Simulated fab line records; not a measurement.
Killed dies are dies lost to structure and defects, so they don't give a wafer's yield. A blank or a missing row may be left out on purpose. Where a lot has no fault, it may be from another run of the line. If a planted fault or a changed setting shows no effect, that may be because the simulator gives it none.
fab line records | flow gf180mcu
[record] lots = 11 | wafers = 33 | lastDay = 34
route steps=602 shown V5@554 TOP_METAL@567 PASSIVATION@587
lots with no fault: from the same line, run without faults
startH: the number of hours between the record's first day and the start of the first shown wafer of the lot | waitH: time in hours since the lot's previous step | " the same as in the row above | L1.1+2: several wafers, shown together as one row | - value missing, or start not given | * or withheld: withheld | < > ~ a bound
route shown NAME@n: names a module that has steps shown in the file, with the first one's number in the route | usual: mean/standard deviation taken from wafers without a fault | same: alike in all rows | chamber/n: place in a boat | sites: each site's reading | _std_site: their standard deviation | _edge_site: the outer-site mean with the inner-site mean subtracted | radiusMm: how far each site lies from the wafer's centre | mask NAME#n: copy n | behind: the tool/chamber that last shaped the wafer | hold: reason for holding the lot/hours on hold/outcome of the hold | device: the n, p or np transistor that did not switch | end of line: tests run on the same wafers once the route is complete | a step without rows: its recipe alone | killed: count of dies lost to structure and defects at first sort (not the wafer's yield) | map: per-die view of a wafer (x killed, . not killed, _ where there is no die)
set.NAME: the setting that was run; set.NAME@STEP: the one run at that earlier step | model.NAME: the simulator's own value behind a step, which no gauge read
the route's steps for a sample of lots (tables are steps, rows are wafers)
services: from which hour (startH, from the record's first day; less than 0 if before it) a tool's chamber was out of use, for how many hours, and why
[[steps]]
[step GF_V5_CD_MEAS_14]
[recipe] targetCdNm = 260
[usual] cdNm = 259.9/1.2
lot.wafer | tool     | chamber | startH | waitH | cdNm
L370.2    | cdSem-01 | -       | 639.49 | 0.1   | 260.4
L370.5    | "        | -       | "      | "     | 260.1
L370.6    | "        | -       | "      | "     | 260.3
L371.2    | cdSem-02 | -       | 649.62 | 0.1   | 259.0
L371.3    | "        | -       | "      | "     | 258.0
L371.4    | "        | -       | "      | "     | 260.6
L374.2    | cdSem-02 | -       | 665.09 | 0.1   | 261.1
L374.5    | "        | -       | "      | "     | 260.3
L374.6    | "        | -       | "      | "     | 261.7
L377.3    | cdSem-01 | -       | 686.76 | 0.1   | 259.9
L377.4    | "        | -       | "      | "     | 258.9
L377.5    | "        | -       | "      | "     | 259.6
L380.1    | cdSem-01 | -       | 703.72 | 0.1   | 263.5
L380.2    | "        | -       | "      | "     | 260.6
L380.4    | "        | -       | "      | "     | 260.1
L387.4    | cdSem-01 | -       | 752.90 | 0.1   | 258.0
L387.5    | "        | -       | "      | "     | 259.0
L387.6    | "        | -       | "      | "     | 257.4
L388.2    | cdSem-01 | -       | 759.04 | 0.1   | 261.8
L388.3    | "        | -       | "      | "     | 259.8
L388.4    | "        | -       | "      | "     | 259.6
L389.1    | cdSem-02 | -       | 770.57 | 0.1   | 258.6
L389.2    | "        | -       | "      | "     | 259.6
L389.3    | "        | -       | "      | "     | 259.4
L391.1    | cdSem-01 | -       | 778.22 | 0.1   | 262.1
L391.2    | "        | -       | "      | "     | 260.5
L391.5    | "        | -       | "      | "     | 261.7
L390.1    | cdSem-01 | -       | 779.22 | 0.1   | 260.3
L390.3    | "        | -       | "      | "     | 259.1
L390.5    | "        | -       | "      | "     | 260.4
L392.1    | cdSem-02 | -       | 786.54 | 0.1   | 257.5
L392.3    | "        | -       | "      | "     | 258.0
L392.6    | "        | -       | "      | "     | 259.1
[step GF_V5_SPUTTER_21]
[recipe] material = Ti | targetThkNm = 15 | chamberPressurePa = 5 | powerW = 2500 | substrateTempC = 200 | timeS = 80.02
[usual] throttleValvePct = 30.2/1.3
lot.wafer | tool          | chamber | startH | waitH | throttleValvePct
L370.2    | pvdSputter-01 | -       | 640.32 | 0.0   | 27.8
L370.5    | "             | -       | "      | "     | 32.2
L370.6    | "             | -       | "      | "     | 27.7
L371.2    | pvdSputter-02 | -       | 650.44 | 0.0   | 31.6
L371.3    | "             | -       | "      | "     | 30.8
L371.4    | "             | -       | "      | "     | 28.2
L374.2    | pvdSputter-01 | -       | 665.92 | 0.0   | 32.2
L374.5    | "             | -       | "      | "     | 32.2
L374.6    | "             | -       | "      | "     | 27.7
L377.3    | pvdSputter-02 | -       | 687.66 | 0.0   | 31.5
L377.4    | "             | -       | "      | "     | 28.2
L377.5    | "             | -       | "      | "     | 31.3
L380.1    | pvdSputter-02 | -       | 704.98 | 0.0   | 30.8
L380.2    | "             | -       | "      | "     | 30.8
L380.4    | "             | -       | "      | "     | 28.2
L387.4    | pvdSputter-01 | -       | 753.72 | 0.0   | 29.7
L387.5    | "             | -       | "      | "     | 30.8
L387.6    | "             | -       | "      | "     | 27.5
L388.2    | pvdSputter-01 | -       | 759.86 | 0.0   | 29.3
L388.3    | "             | -       | "      | "     | 30.9
L388.4    | "             | -       | "      | "     | 27.9
L389.1    | pvdSputter-02 | -       | 771.41 | 0.0   | 28.1
L389.2    | "             | -       | "      | "     | 30.3
L389.3    | "             | -       | "      | "     | 30.8
L391.1    | pvdSputter-01 | -       | 779.10 | 0.0   | 32.0
L391.2    | "             | -       | "      | "     | 29.6
L391.5    | "             | -       | "      | "     | 27.7
L390.1    | pvdSputter-01 | -       | 780.10 | 0.0   | 30.9
L390.3    | "             | -       | "      | "     | 29.7
L390.5    | "             | -       | "      | "     | 30.8
L392.1    | pvdSputter-01 | -       | 787.39 | 0.0   | 30.8
L392.3    | "             | -       | "      | "     | 27.7
L392.6    | "             | -       | "      | "     | 30.9
[step GF_TOP_METAL_SPUTTER_00]
[recipe] material = Ti | targetThkNm = 37.5 | arrivingIonEnergyEv = 80 | substrateTempC = 200 | chamberPressurePa = 2 | powerW = 4000 | timeS = 150
[usual] throttleValvePct = 29.8/1.5
lot.wafer | tool          | chamber | startH | waitH | throttleValvePct
L370.2    | pvdSputter-03 | -       | 641.02 | 0.1   | 29.5
L370.5    | "             | -       | "      | "     | 31.9
L370.6    | "             | -       | "      | "     | 30.6
L371.2    | pvdSputter-01 | -       | 651.14 | 0.1   | 29.7
L371.3    | "             | -       | "      | "     | 30.9
L371.4    | "             | -       | "      | "     | 31.8
L374.2    | pvdSputter-01 | -       | 666.61 | 0.2   | 31.0
L374.5    | "             | -       | "      | "     | 29.4
L374.6    | "             | -       | "      | "     | 30.9
L377.3    | pvdSputter-01 | -       | 688.35 | 0.1   | 27.5
L377.4    | "             | -       | "      | "     | 32.2
L377.5    | "             | -       | "      | "     | 32.1
L380.1    | pvdSputter-04 | -       | 705.67 | 0.2   | 27.1
L380.2    | "             | -       | "      | "     | 29.6
L380.4    | "             | -       | "      | "     | 29.3
L387.4    | pvdSputter-03 | -       | 754.38 | 0.2   | 29.9
L387.5    | "             | -       | "      | "     | 29.8
L387.6    | "             | -       | "      | "     | 29.5
L388.2    | pvdSputter-04 | -       | 760.56 | 0.2   | 29.5
L388.3    | "             | -       | "      | "     | 29.3
L388.4    | "             | -       | "      | "     | 27.3
L389.1    | pvdSputter-01 | -       | 772.11 | 0.1   | 29.4
L389.2    | "             | -       | "      | "     | 30.8
L389.3    | "             | -       | "      | "     | 32.0
L391.1    | pvdSputter-04 | -       | 779.79 | 0.2   | 27.3
L391.2    | "             | -       | "      | "     | 29.6
L391.5    | "             | -       | "      | "     | 27.3
L390.1    | pvdSputter-01 | -       | 780.90 | 0.2   | 30.9
L390.3    | "             | -       | "      | "     | 27.6
L390.5    | "             | -       | "      | "     | 27.5
L392.1    | pvdSputter-03 | -       | 788.09 | 0.1   | 29.5
L392.3    | "             | -       | "      | "     | 30.5
L392.6    | "             | -       | "      | "     | 30.6
[step GF_PASSIVATION_CVD_00]
[recipe] material = SiO2 | targetThkNm = 1000 | precursor = TEOS | tempC = 400 | timeS = 111.95 | rfW = 600
[usual] heaterPowerW = 634/83
lot.wafer | tool     | chamber | startH | waitH | heaterPowerW | sinceWetCleanH
L370.2    | pecvd-03 | 0       | 661.68 | 0.0   | 673          | 695
L370.5    | "        | 1       | "      | "     | 564          | -
L370.6    | "        | 0       | "      | "     | 524          | -
L371.2    | pecvd-01 | 1       | 671.67 | 0.0   | 695          | 289
L371.3    | "        | 2       | "      | "     | 617          | 289
L371.4    | "        | 1       | "      | "     | 560          | -
L374.2    | pecvd-03 | 0       | 687.14 | 0.0   | 617          | 721
L374.5    | "        | 1       | "      | "     | 676          | -
L374.6    | "        | 0       | "      | "     | 646          | -
L377.3    | pecvd-03 | 2       | 707.85 | 0.0   | 520          | 741
L377.4    | "        | 2       | "      | "     | 567          | -
L377.5    | "        | 0       | "      | "     | 614          | -
L380.1    | pecvd-03 | 2       | 724.43 | 0.0   | 514          | 758
L380.2    | "        | 0       | "      | "     | 654          | 758
L380.4    | "        | 1       | "      | "     | 555          | -
L387.4    | pecvd-01 | 0       | 771.32 | 0.0   | 812          | -
L387.5    | "        | 1       | "      | "     | 686          | -
L387.6    | "        | 2       | "      | "     | 531          | -
L388.2    | pecvd-03 | 0       | 777.22 | 0.0   | 659          | 811
L388.3    | "        | 2       | "      | "     | 494          | 811
L388.4    | "        | 1       | "      | "     | 556          | -
L389.1    | pecvd-01 | 0       | 788.10 | 0.0   | 784          | 405
L389.2    | "        | 2       | "      | "     | 647          | 405
L389.3    | "        | 1       | "      | "     | 635          | 405
L391.1    | pecvd-03 | 0       | 795.57 | 0.0   | 674          | 829
L391.2    | "        | 2       | "      | "     | 606          | 829
L391.5    | "        | 1       | "      | "     | 639          | -
L390.1    | pecvd-04 | 0       | 797.58 | 0.0   | 644          | 192
L390.3    | "        | 1       | "      | "     | 752          | 192
L390.5    | "        | 0       | "      | "     | 683          | -
L392.1    | pecvd-01 | 1       | 803.96 | 0.0   | 685          | 421
L392.3    | "        | 0       | "      | "     | 809          | 421
L392.6    | "        | 2       | "      | "     | 634          | -
[step GF_PASSIVATION_THK_MEAS_01]
[recipe] reads = SiO2_of_PASSIVATION_CVD_00
[usual] PASSIVATION_CVD_00_THK = 996/11
lot.wafer | tool         | chamber | startH | waitH | hold                    | PASSIVATION_CVD_00_THK[nm]
L370.2    | filmMetro-01 | -       | 661.77 | 0.0   | -                       | 985
L370.5    | "            | -       | "      | "     | -                       | 1007
L370.6    | "            | -       | "      | "     | -                       | 995
L371.2    | filmMetro-04 | -       | 671.76 | 0.0   | -                       | 992
L371.3    | "            | -       | "      | "     | -                       | 987
L371.4    | "            | -       | "      | "     | -                       | 997
L374.2    | filmMetro-03 | -       | 687.23 | 0.0   | -                       | 991
L374.5    | "            | -       | "      | "     | -                       | 999
L374.6    | "            | -       | "      | "     | -                       | 998
L377.3    | filmMetro-04 | -       | 707.95 | 0.1   | awaitDispo/0.2h/release | 546
L377.4    | "            | -       | "      | "     | awaitDispo/0.2h/release | 556
L377.5    | "            | -       | "      | "     | awaitDispo/0.2h/release | 1012
L377.3    | filmMetro-04 | -       | 708.26 | 0.3   | -                       | 546
L377.4    | "            | -       | "      | "     | -                       | 556
L377.5    | "            | -       | "      | "     | -                       | 1012
L380.1    | filmMetro-03 | -       | 724.51 | 0.0   | awaitDispo/0.2h/release | 534
L380.2    | "            | -       | "      | "     | awaitDispo/0.2h/release | 980
L380.4    | "            | -       | "      | "     | awaitDispo/0.2h/release | 1004
L380.1    | filmMetro-03 | -       | 724.73 | 0.2   | -                       | 534
L380.2    | "            | -       | "      | "     | -                       | 980
L380.4    | "            | -       | "      | "     | -                       | 1004
L387.4    | filmMetro-03 | -       | 771.39 | 0.0   | -                       | 1018
L387.5    | "            | -       | "      | "     | -                       | 1010
L387.6    | "            | -       | "      | "     | -                       | 1011
L388.2    | filmMetro-04 | -       | 777.31 | 0.0   | -                       | 990
L388.3    | "            | -       | "      | "     | -                       | 991
L388.4    | "            | -       | "      | "     | -                       | 1011
L389.1    | filmMetro-03 | -       | 788.19 | 0.1   | -                       | 989
L389.2    | "            | -       | "      | "     | -                       | 992
L389.3    | "            | -       | "      | "     | -                       | 983
L391.1    | filmMetro-04 | -       | 795.65 | 0.0   | -                       | 1007
L391.2    | "            | -       | "      | "     | -                       | 989
L391.5    | "            | -       | "      | "     | -                       | 1020
L390.1    | filmMetro-04 | -       | 797.65 | 0.0   | -                       | 994
L390.3    | "            | -       | "      | "     | -                       | 991
L390.5    | "            | -       | "      | "     | -                       | 1010
L392.1    | filmMetro-04 | -       | 804.04 | 0.0   | -                       | 991
L392.3    | "            | -       | "      | "     | -                       | 988
L392.6    | "            | -       | "      | "     | -                       | 992
[step GF_PASSIVATION_ETCH_11]
[recipe] chemistry = CF4/O2 | targetDepthNm = 1800 | stopOn = TiN | sourceW = 800 | biasW = 150 | pressureMtorr = 150 | cf4FlowSccm = 80 | O2_flow_sccm = 10 | timeS = 400
[usual] cf4FlowSccm = 79.98/0.24 | drypumpMotorCurrentA = 5.5/0.44 | oesProductAu = 0.962/0.0071 | throttleValvePct = 5.960/0.008
lot.wafer | tool       | chamber | startH | waitH | cf4FlowSccm | drypumpMotorCurrentA | oesProductAu | rfHoursCounterH | throttleValvePct
L370.2    | rieDiel-01 | 2       | 681.32 | -     | 80.03       | 5.9                  | 0.959        | 27              | 5.966
L370.5    | "          | 0       | "      | "     | 79.90       | 4.7                  | 0.972        | -               | 5.981
L370.6    | "          | 3       | "      | "     | 79.60       | 6.2                  | 0.963        | -               | 5.964
L371.2    | rieDiel-04 | 0       | 691.17 | -     | 79.83       | 5.9                  | 0.951        | 15              | 5.951
L371.3    | "          | 2       | "      | "     | 80.32       | 5.2                  | 0.958        | 25              | 5.956
L371.4    | "          | 3       | "      | "     | 79.80       | 5.5                  | 0.967        | 17              | 5.967
L374.2    | rieDiel-04 | 1       | 706.00 | -     | 80.40       | 4.9                  | 0.957        | 6               | 5.956
L374.5    | "          | 2       | "      | "     | 79.55       | 5.2                  | 0.974        | -               | 5.967
L374.6    | "          | 3       | "      | "     | 80.24       | 5.5                  | 0.960        | -               | 5.951
L377.3    | rieDiel-04 | 0       | 725.67 | -     | 80.13       | 5.9                  | 0.806        | 17              | 5.917
L377.4    | "          | 3       | "      | "     | 79.80       | 5.5                  | 0.810        | 19              | 5.910
L377.5    | "          | 0       | "      | "     | 79.78       | 5.9                  | 0.960        | -               | 5.963
L380.1    | rieDiel-04 | 1       | 741.67 | -     | 79.95       | 4.9                  | 0.797        | 8               | 5.914
L380.2    | "          | 2       | "      | "     | 79.94       | 5.2                  | 0.955        | 28              | 5.956
L380.4    | "          | 3       | "      | "     | 79.77       | 5.5                  | 0.968        | 20              | 5.975
L387.4    | rieDiel-02 | 2       | 786.97 | -     | 80.18       | 5.8                  | 0.967        | 10              | 5.956
L387.5    | "          | 1       | "      | "     | 79.74       | 5.5                  | 0.978        | -               | 5.960
L387.6    | "          | 0       | "      | "     | 80.45       | 5.7                  | 0.977        | -               | 5.968
L388.2    | rieDiel-02 | 1       | 793.22 | -     | 79.82       | 5.5                  | 0.961        | 1               | 5.961
L388.3    | "          | 2       | "      | "     | 79.94       | 5.9                  | 0.965        | 10              | 5.964
L388.4    | "          | 3       | "      | "     | 80.63       | 5.2                  | 0.968        | 38              | 5.960
L389.1    | rieDiel-04 | 1       | 803.77 | -     | 79.89       | 4.9                  | 0.958        | 10              | 5.958
L389.2    | "          | 2       | "      | "     | 80.35       | 5.2                  | 0.960        | 31              | 5.947
L389.3    | "          | 3       | "      | "     | 80.05       | 5.5                  | 0.949        | 23              | 5.957
L391.1    | rieDiel-02 | 0       | 810.87 | -     | 79.86       | 5.7                  | 0.962        | 12              | 5.963
L391.2    | "          | 1       | "      | "     | 79.95       | 5.5                  | 0.954        | 2               | 5.960
L391.5    | "          | 0       | "      | "     | 80.04       | 5.7                  | 0.981        | -               | 5.962
L390.1    | rieDiel-02 | 3       | 812.27 | -     | 79.95       | 5.2                  | 0.957        | 39              | 5.945
L390.3    | "          | 0       | "      | "     | 80.04       | 5.7                  | 0.955        | 13              | 5.949
L390.5    | "          | 2       | "      | "     | 79.87       | 5.8                  | 0.972        | -               | 5.962
L392.1    | rieDiel-01 | 3       | 818.77 | -     | 79.87       | 6.2                  | 0.964        | 2               | 5.973
L392.3    | "          | 0       | "      | "     | 79.60       | 4.7                  | 0.961        | 7               | 5.962
L392.6    | "          | 3       | "      | "     | 79.98       | 6.2                  | 0.965        | -               | 5.958
[[services]]
tool          | chamber | startH | hours | kind
pvdSputter-03 | -       | 616.74 | 0.5   | repair
rieDiel-01    | 0       | 624.55 | 9.7   | repair
pvdSputter-04 | -       | 660.01 | 0.6   | repair
rieDiel-01    | 2       | 660.04 | 5.5   | repair
rieDiel-04    | 2       | 662.12 | 1.8   | repair
rieDiel-02    | 2       | 671.65 | 9.7   | repair
rieDiel-02    | 0       | 681.12 | 1.2   | repair
rieDiel-02    | 3       | 684.15 | 17.0  | repair
rieDiel-02    | 2       | 686.12 | 65.5  | repair
pvdSputter-03 | -       | 689.92 | 3.3   | repair
rieDiel-02    | 0       | 692.21 | 19.8  | repair
pvdSputter-01 | -       | 704.60 | 5.4   | repair
rieDiel-02    | -       | 712.98 | 0.5   | repair
rieDiel-02    | 1       | 742.95 | 8.3   | repair
pecvd-03      | 0       | 748.24 | 21.1  | repair
pvdSputter-04 | -       | 752.08 | 3.1   | repair
pecvd-01      | -       | 755.81 | 2.8   | pm
pvdSputter-04 | -       | 756.77 | 1.8   | repair
pecvd-03      | -       | 761.50 | 0.9   | repair
rieDiel-04    | 0       | 762.61 | 17.1  | repair
rieDiel-04    | 0       | 797.89 | 1.3   | repair
pecvd-03      | -       | 799.38 | 14.0  | pm
rieDiel-04    | 2       | 813.65 | 1.9   | repair
pecvd-03      | -       | 815.61 | 1.0   | repair
[[key]]
[firstSign] step = GF_PASSIVATION_THK_MEAS_01 | reading = visit | direction = added
[effect] step = GF_PASSIVATION_THK_MEAS_01 | reading = PASSIVATION_CVD_00_THK | direction = down | sigmas = 41 | usual = 996 | struck = 545
[effect] step = GF_PASSIVATION_ETCH_11 | reading = oesProductAu | direction = down | sigmas = 22 | usual = 0.962 | struck = 0.805
metAt GF_PASSIVATION_CVD_00
struckLots L377,L380
struckWafers L377.3,L377.4,L380.1
notActingAt GF_V5_CD_MEAS_14,GF_V5_SPUTTER_21,GF_TOP_METAL_SPUTTER_00
[fault] kind = processParameterDrift | tool = pecvd-03 | chamber = 2 | onsetH = 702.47 | steps = GF_PASSIVATION_CVD_00 | channel = targetThkNm | offset = -445.07 | shape = step | endH = 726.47 | actsIn = theseRecipesOnly | stated = 1000
